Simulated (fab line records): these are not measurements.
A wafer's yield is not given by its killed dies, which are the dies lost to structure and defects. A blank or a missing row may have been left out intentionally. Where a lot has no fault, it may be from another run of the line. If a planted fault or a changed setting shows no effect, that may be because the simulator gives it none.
A single fault, viewed from 2 desks :: flow gf180mcu :: every desk sees just its own numbers, and what lay behind them comes last

## FOR THE TOOL OWNER'S DESK: implanter-02
The tool's own readings at GF_MVPSD_IMPLANT_09, given as means over the sampled wafers that have a number, one for each lot that went through this tool. Any lot whose mean is over 4 standard deviations away from the usual mean is out of limits and marked OUT; that distance is given in the brackets.
Columns: A = tilt_deg at GF_MVPSD_IMPLANT_09, usual 0.003 degrees
lot: L551
first seen here: day 6 00:44
A: 0.016

lot: L553
first seen here: day 6 06:25
A: -0.008

lot: L561
first seen here: day 8 10:08
A: -0.009

lot: L563
first seen here: day 8 17:14
A: 0.000
This desk's verdict: no lot among the 4 shows anything out of limits.

## THE METROLOGY DESK
Means of the sampled wafers that have a number, per lot and without regard to the tool the lot ran on: this is what the gauges read. Any lot whose mean is over 4 standard deviations away from the usual mean is out of limits and marked OUT; that distance is given in the brackets.
Columns: A = LVPWELL_OVL at GF_LVPWELL_OVL_MEAS_07, usual -0.2 nm; B = MVSD_TW at GF_MVSD_TW_MEAS_11, usual 1577; C = VT_IMPLANT_02_OVL at GF_VT_IMPLANT_OVL_MEAS_29, usual -0.1 nm; D = MVPSD_RS at GF_VT_IMPLANT_RS_MEAS_49, usual 1169 ohm/sq
lot: L548
first seen here: day 4 06:04
A: 0.0
B: 1535
C: 0.4
D: 1168

lot: L549
first seen here: day 4 06:16
A: -0.4
B: 1615
C: -1.3
D: 1170

lot: L550
first seen here: day 4 12:59
A: 0.6
B: 1581
C: -1.7
D: 1167

lot: L551
first seen here: day 4 19:07
A: 0.3
B: 1531
C: -0.9
D: 1166

lot: L553
first seen here: day 5 01:43
A: -1.0
B: 1610
C: -2.6
D: 1167

lot: L554
first seen here: day 5 07:19
A: -0.9
B: 1587
C: -0.2
D: 1165

lot: L561
first seen here: day 7 01:52
A: -1.0
B: 1534
C: 0.6
D: 1179

lot: L563
first seen here: day 7 08:03
A: 1.3
B: 1595
C: -1.5
D: 1182

lot: L565
first seen here: day 7 19:25
A: -1.8
B: 1618
C: 0.5
D: 1171

lot: L567
first seen here: day 8 07:49
A: 0.8
B: 1536
C: 0.6
D: 1176

lot: L568
first seen here: day 8 13:40
A: -0.4
B: 1609
C: 0.4
D: 1165

lot: L569
first seen here: day 8 18:52
A: 1.1
B: 1575
C: 0.9
D: 1172

lot: L570
first seen here: day 9 00:20
A: -2.2
B: 1534
C: -0.0
D: 1170

lot: L571
first seen here: day 9 06:03
A: -0.9
B: 1580
C: -1.4
D: 1171
This desk's verdict: no lot among the 14 shows anything out of limits.

## PUT TOGETHER
Nothing out of limits was seen by the tool owner's desk.
The metrology desk saw nothing out of limits.

## WHAT HAD BEEN PUT IN BY THE SIMULATOR
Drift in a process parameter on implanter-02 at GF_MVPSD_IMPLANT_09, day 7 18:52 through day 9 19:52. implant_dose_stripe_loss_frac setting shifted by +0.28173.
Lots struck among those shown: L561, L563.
